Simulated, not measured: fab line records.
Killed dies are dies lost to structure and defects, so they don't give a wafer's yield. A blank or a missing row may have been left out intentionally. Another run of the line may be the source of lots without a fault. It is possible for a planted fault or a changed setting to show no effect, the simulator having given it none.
The tool behind it: which one?	flow gf180mcu	13 lots with 38 wafers sampled at 5 steps, on a route of 602 steps

WHAT THE GAUGES SHOWED, per wafer
GF_VT_IMPLANT_TW_MEAS_21. Usual: VT_IMPLANT_2_TW typically reads 1217, with standard deviation 15.
lot	measured	on	VT_IMPLANT_2_TW	flag
L442	day 6 05:35	film_metro-02	1207 1214 1205	
L443	day 6 11:41	film_metro-02	1220 1208 1211	
L444	day 6 20:18	film_metro-02	1213 1209 1207	
L445	day 7 02:08	film_metro-02	1204 1204 1207	
L446	day 7 06:05	film_metro-04	1213 1212 1206	
L447	day 7 16:50	film_metro-02	1205 1210 1200	
L448	day 7 21:20	film_metro-03	1231 1232 1231	
L449	day 8 04:15	film_metro-03	1236 1236 1240	
L452	day 8 22:16	film_metro-02	31 1205 30 1206	OFF
L453	day 9 03:38	film_metro-04	1208 1212 1209	
L462	day 11 13:02	film_metro-04	1212 1211 1209	
L463	day 11 16:14	film_metro-03	1246 1246 1249	
L464	day 12 01:47	film_metro-02	1201 1212 1209	

GF_VT_IMPLANT_OVL_MEAS_29. Usual: VT_IMPLANT_02_OVL typically reads -0.5 nm, with standard deviation 1.2.
lot	measured	on	VT_IMPLANT_02_OVL (nm)	flag
L442	day 6 20:19	overlay-01	-0.1 0.7 -0.3	
L443	day 7 03:00	overlay-02	-0.4 1.2 1.4	
L444	day 7 11:48	overlay-02	0.3 0.7 -0.2	
L445	day 7 17:46	overlay-01	-1.4 1.9 0.3	
L446	day 7 22:02	overlay-02	0.2 0.2 0.6	
L447	day 8 09:01	overlay-01	0.3 -0.4 0.5	
L448	day 8 12:47	overlay-01	-1.6 1.8 -2.3	
L449	day 8 20:32	overlay-02	-0.3 -0.4 0.6	
L452	day 9 14:49	overlay-02	-1.4 -0.4	
L453	day 9 20:22	overlay-01	1.4 0.0 0.7	
L462	day 12 07:27	overlay-02	-3.3 -2.9 -2.6	
L463	day 12 11:47	overlay-02	-0.5 -0.4 -1.8	
L464	day 12 20:57	overlay-01	-0.7 -1.6 -1.0	

GF_SAB_THK_MEAS_01. Usual: SAB_CVD_00_THK typically reads 50.0 nm, with standard deviation 0.74.
lot	measured	on	SAB_CVD_00_THK (nm)	flag
L442	day 14 08:46	film_metro-02	49.6 50.0 50.5	
L443	day 14 14:47	film_metro-02	49.2 48.8 49.8	
L444	day 15 00:56	film_metro-02	50.1 49.7 50.4	
L445	day 15 12:23	film_metro-01	49.9 49.6 50.0	
L446	day 15 17:08	film_metro-02	49.3 48.9 50.1	
L447	day 16 05:17	film_metro-02	49.9 50.3 50.8	
L448	day 16 15:12	film_metro-02	48.9 48.3 49.2	
L449	day 16 22:16	film_metro-02	48.6 47.9 49.1	
L452	day 18 00:11	film_metro-03	50.0	
L453	day 18 04:40	film_metro-01	49.5 51.1 50.7	
L462	day 21 05:23	film_metro-01	49.5 49.7 50.7	
L463	day 21 13:18	film_metro-02	49.6 50.4 50.9	
L464	day 22 03:14	film_metro-02	50.1 49.4 50.7	

GF_SAB_OVL_MEAS_10. Usual: SAB_OVL typically reads 0.5 nm, with standard deviation 1.3.
lot	measured	on	SAB_OVL (nm)	flag
L442	day 15 05:56	overlay-02	2.6 0.5 2.0	
L443	day 15 12:07	overlay-02	1.2 0.3 0.8	
L444	day 15 22:49	overlay-01	-0.1 -0.4 0.5	
L445	day 16 09:54	overlay-02	-0.1 -0.5 1.0	
L446	day 16 15:20	overlay-02	0.2 0.8 0.3	
L447	day 17 04:10	overlay-01	0.2 -0.8 0.1	
L448	day 17 14:37	overlay-02	0.1 0.8 0.1	
L449	day 17 20:47	overlay-02	1.5 2.1 2.9	
L452	day 18 23:56	overlay-02	1.5	
L453	day 19 05:10	overlay-01	1.6 1.3 -0.2	
L462	day 22 04:57	overlay-01	-0.2 0.3 -0.3	
L463	day 22 12:31	overlay-01	-0.7 0.3 -0.4	
L464	day 23 02:59	overlay-02	-1.9 -0.1 -0.4	

EACH LOT AND THE TOOL THAT RAN IT (in order: tool; ch and the chambers of the sampled wafers; start)
lot	GF_VT_IMPLANT_DEVELOP_17
L442	litho_track-01 ch 0, day 6 05:11
L443	litho_track-02 ch 0, day 6 11:15
L444	litho_track-02 ch 0, day 6 19:53
L445	litho_track-01 ch 0, day 7 01:43
L446	litho_track-04 ch 0, day 7 05:38
L447	litho_track-01 ch 0, day 7 16:26
L448	litho_track-01 ch 0, day 7 20:56
L449	litho_track-02 ch 0, day 8 03:50
L452	litho_track-02 ch 0, day 8 21:53
L453	litho_track-01 ch 0, day 9 03:13
L462	litho_track-01 ch 0, day 11 12:37
L463	litho_track-04 ch 0, day 11 15:47
L464	litho_track-04 ch 0, day 12 01:20
- GF_VT_IMPLANT_DEVELOP_17: develop time 60 s.

WHAT THE TOOLS THEMSELVES READ (means of the sampled wafers that have a number; where no wafer has one, the mark that the record gives instead)
The record holds no such reading with a usual standard deviation.

THE ANSWER, worked out from the rows above alone
Rule: lot off if the mean of its wafers having a number is beyond 3 standard deviations from the usual mean. A lot without any number at a reading at which 4 lots or more have one is off too. All remaining lots with rows at the step are treated as sound. After the gauges, taken in route order, come the tools' own readings; for these a lot's mean is taken, as printed above. The first step at which some lot is off is used, and at that step the reading that is off furthest; a lot without a number counts as furthest.
Off: at GF_VT_IMPLANT_TW_MEAS_21 (VT_IMPLANT_2_TW), L452.
A tool fits if, at a process step before that reading, it ran every lot that is off, and no sound lot after the first of them. The gauges at GF_VT_IMPLANT_TW_MEAS_21 are tried like those tools. One candidate fits, namely litho_track-02 at GF_VT_IMPLANT_DEVELOP_17. A fault onset in the window from L449 (day 8 03:50, its last sound lot) to L452 (day 8 21:53, its first lot off) fits.

WHAT WAS PUT IN BY THE SIMULATOR
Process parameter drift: litho_track-02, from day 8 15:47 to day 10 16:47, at GF_VT_IMPLANT_DEVELOP_17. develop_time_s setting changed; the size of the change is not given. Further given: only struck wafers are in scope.
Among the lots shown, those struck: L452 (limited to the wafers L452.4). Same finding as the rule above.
